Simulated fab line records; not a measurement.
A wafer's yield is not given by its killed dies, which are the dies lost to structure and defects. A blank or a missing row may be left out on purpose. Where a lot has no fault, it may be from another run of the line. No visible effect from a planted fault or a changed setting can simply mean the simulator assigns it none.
Which tool did it? :: flow gf180mcu :: 33 wafers from 11 lots sampled at 4 of the route's 602 steps

WHAT THE GAUGES READ, wafer by wafer
GF_V2_RS_MEAS_24: uses a four-point probe to measure.
lot: L557
measured: day 21 09:51
on: film metro-03
V2_W_RS (ohm/sq): 0.325 0.323 0.323

lot: L558
measured: day 21 14:52
on: film metro-02
V2_W_RS (ohm/sq): 0.330 0.332 0.331

lot: L559
measured: day 21 19:19
on: film metro-04
V2_W_RS (ohm/sq): 0.329 0.334 0.328

lot: L561
measured: day 22 01:28
on: film metro-02
V2_W_RS (ohm/sq): 0.323 0.323 0.328

lot: L560
measured: day 22 05:04
on: film metro-03
V2_W_RS (ohm/sq): 0.337 0.327 0.330

lot: L562
measured: day 22 16:25
on: film metro-02
V2_W_RS (ohm/sq): 0.328 0.331 0.328

lot: L563
measured: day 23 02:01
on: film metro-02
V2_W_RS (ohm/sq): 0.325 0.329 0.329

lot: L565
measured: day 23 11:25
on: film metro-03
V2_W_RS (ohm/sq): 0.330 0.331 0.332

lot: L566
measured: day 24 05:14
on: film metro-02
V2_W_RS (ohm/sq): 0.326 0.325 0.326

lot: L575
measured: day 27 00:25
on: film metro-03
V2_W_RS (ohm/sq): 0.362 0.334 0.330

lot: L576
measured: day 27 04:41
on: film metro-04
V2_W_RS (ohm/sq): 0.357 0.361 0.327

TOOL THAT RAN EACH LOT (tool first, then ch and the chambers of the sampled wafers, then the start)
lot: L557
GF_V2_ETCH_16: rie diel-03 ch 0,2,3, day 21 08:58
GF_V2_ETCH_17: rie diel-03 ch 0,2,3, day 21 09:43 or earlier
GF_V2_CVD_23: cvd w-02 ch 0,1, day 21 09:43

lot: L558
GF_V2_ETCH_16: rie diel-04 ch 1,2, day 21 13:55
GF_V2_ETCH_17: rie diel-04 ch 1,2, day 21 14:46 or earlier
GF_V2_CVD_23: cvd w-01 ch 0,1, day 21 14:46

lot: L559
GF_V2_ETCH_16: rie diel-04 ch 0,1, day 21 18:06
GF_V2_ETCH_17: rie diel-04 ch 0,1, day 21 19:13 or earlier
GF_V2_CVD_23: cvd w-01 ch 0,1, day 21 19:13

lot: L561
GF_V2_ETCH_16: rie diel-02 ch 0,3, day 22 00:34
GF_V2_ETCH_17: rie diel-02 ch 0,3, day 22 01:20 or earlier
GF_V2_CVD_23: cvd w-02 ch 0,1, day 22 01:20

lot: L560
GF_V2_ETCH_16: rie diel-03 ch 0,1,2, day 22 03:51
GF_V2_ETCH_17: rie diel-03 ch 0,1,2, day 22 04:58 or earlier
GF_V2_CVD_23: cvd w-02 ch 0,1, day 22 04:58

lot: L562
GF_V2_ETCH_16: rie diel-02 ch 1,2,3, day 22 15:30
GF_V2_ETCH_17: rie diel-02 ch 1,2,3, day 22 16:18 or earlier
GF_V2_CVD_23: cvd w-02 ch 0,1, day 22 16:18

lot: L563
GF_V2_ETCH_16: rie diel-03 ch 1,2,3, day 23 01:07
GF_V2_ETCH_17: rie diel-03 ch 1,2,3, day 23 01:54 or earlier
GF_V2_CVD_23: cvd w-02 ch 0,1, day 23 01:54

lot: L565
GF_V2_ETCH_16: rie diel-03 ch 0,2, day 23 10:27
GF_V2_ETCH_17: rie diel-03 ch 0,2, day 23 11:17 or earlier
GF_V2_CVD_23: cvd w-01 ch 0,1, day 23 11:17

lot: L566
GF_V2_ETCH_16: rie diel-04 ch 0,1,3, day 24 04:00
GF_V2_ETCH_17: rie diel-04 ch 0,1,3, day 24 05:07 or earlier
GF_V2_CVD_23: cvd w-02 ch 0,1, day 24 05:07

lot: L575
GF_V2_ETCH_16: rie diel-04 ch 0,1,3, day 26 23:30
GF_V2_ETCH_17: rie diel-04 ch 0,1,3, day 27 00:17 or earlier
GF_V2_CVD_23: cvd w-01 ch 0,1, day 27 00:17

lot: L576
GF_V2_ETCH_16: rie diel-04 ch 0,2,3, day 27 03:48
GF_V2_ETCH_17: rie diel-04 ch 0,2,3, day 27 04:34 or earlier
GF_V2_CVD_23: cvd w-01 ch 0,1, day 27 04:34
- GF_V2_ETCH_16: etches BARC in N2/H2.
- GF_V2_ETCH_17: etches SiO2 in C4F8/O2/Ar, stops on TiN, target depth 630 nm.
- GF_V2_CVD_23: deposits W, target thk 350 nm, time 104.94 s.

THE ANSWER, worked out from the rows above alone
Rule: usual is defined by the lots themselves. The widest of any qualifying gaps counts: lots, ordered by their means at a reading, are off when they make up no more than a third of the lots, leave a main group of 4 or more, and stand apart from it by 3 or more times the standard deviation of that group's means. If all means in a main group match to the digits the tables above print for the reading, that group is not used. Also off: a lot with no number at a reading for which 4 or more lots have one. Any other lot the step has rows for is counted as sound.
Off: L575, L576, seen at GF_V2_RS_MEAS_24 (V2_W_RS). The main group: mean 0.328 ohm/sq, standard deviation 0.0028.
A tool fits if, at a process step before that reading, it ran every lot that is off, and no sound lot after the first of them. Those tools and the gauges at GF_V2_RS_MEAS_24 are tried in the same way. Because GF_V2_ETCH_17 lacks a start for some lots, the hours and order of its lots are taken from GF_V2_CVD_23. Can't be told from this: 2 tools fit, rie diel-04 at GF_V2_ETCH_16 and GF_V2_ETCH_17, cvd w-01 at GF_V2_CVD_23.

WHAT THE SIMULATOR HAD INSERTED
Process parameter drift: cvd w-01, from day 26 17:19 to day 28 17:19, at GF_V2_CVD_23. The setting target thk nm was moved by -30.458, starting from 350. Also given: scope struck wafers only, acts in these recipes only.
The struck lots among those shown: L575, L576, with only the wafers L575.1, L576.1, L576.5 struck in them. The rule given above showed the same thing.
